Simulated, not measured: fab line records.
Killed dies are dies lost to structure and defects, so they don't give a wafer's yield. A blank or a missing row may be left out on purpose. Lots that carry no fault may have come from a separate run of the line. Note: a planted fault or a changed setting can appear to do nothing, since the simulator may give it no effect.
Which tool is to blame? | flow gf180mcu | 6 lots with 18 wafers sampled at 3 steps, on a route of 602 steps

## WHAT EACH GAUGE READ, for each wafer
GF_VT_IMPLANT_RS_MEAS_49: a four-point-probe measurement.
lot  | measured     | on           | MVPSD_RS (ohm/sq)
L374 | day 8 00:56  | filmMetro-03 | 1167 1168 1166
L379 | day 9 07:38  | filmMetro-04 | 1170 1168 1168
L381 | day 9 19:32  | filmMetro-01 | 1174 1168 1171
L386 | day 11 06:59 | filmMetro-01 | 1166 1165 1168
L390 | day 12 07:38 | filmMetro-01 | 1169 1167 1170
L395 | day 14 02:32 | filmMetro-04 | 1167 1168 1162

## TOOL THAT RAN EACH LOT (tool first, then ch and the chambers of the sampled wafers, then the start)
lot  | GF_NWELL_STRIP_10                  | GF_MVPSD_IMPLANT_09
L374 | plasmaAsher-03 ch 0,1, day 3 15:25 | implanter-02 ch 0, day 5 10:16
L379 | plasmaAsher-01 ch 0,1, day 4 16:22 | implanter-04 ch 0, day 6 13:25
L381 | plasmaAsher-04 ch 0,1, day 5 04:58 | implanter-04 ch 0, day 7 01:40
L386 | plasmaAsher-04 ch 0,1, day 6 07:49 | implanter-04 ch 0, day 8 07:21
L390 | plasmaAsher-01 ch 0,1, day 7 06:43 | implanter-04 ch 0, day 9 07:36
L395 | plasmaAsher-01 ch 0,1, day 8 08:37 | implanter-04 ch 0, day 10 19:48
- GF_NWELL_STRIP_10: strips in O2/N2.
- GF_MVPSD_IMPLANT_09

## THE ANSWER, worked out from the rows above alone
Rule: what is usual is taken from the lots themselves. The widest of any qualifying gaps counts: lots, ordered by their means at a reading, are off when they make up no more than a third of the lots, leave a main group of 4 or more, and stand apart from it by 3 or more times the standard deviation of that group's means. If all means in a main group match to the digits the tables above print for the reading, that group is not used. Also off: a lot with no number at a reading for which 4 or more lots have one. Any other lot the step has rows for is counted as sound.
None of the lots is off at any reading shown; this tells nothing.

## WHAT THE SIMULATOR HAD INSERTED
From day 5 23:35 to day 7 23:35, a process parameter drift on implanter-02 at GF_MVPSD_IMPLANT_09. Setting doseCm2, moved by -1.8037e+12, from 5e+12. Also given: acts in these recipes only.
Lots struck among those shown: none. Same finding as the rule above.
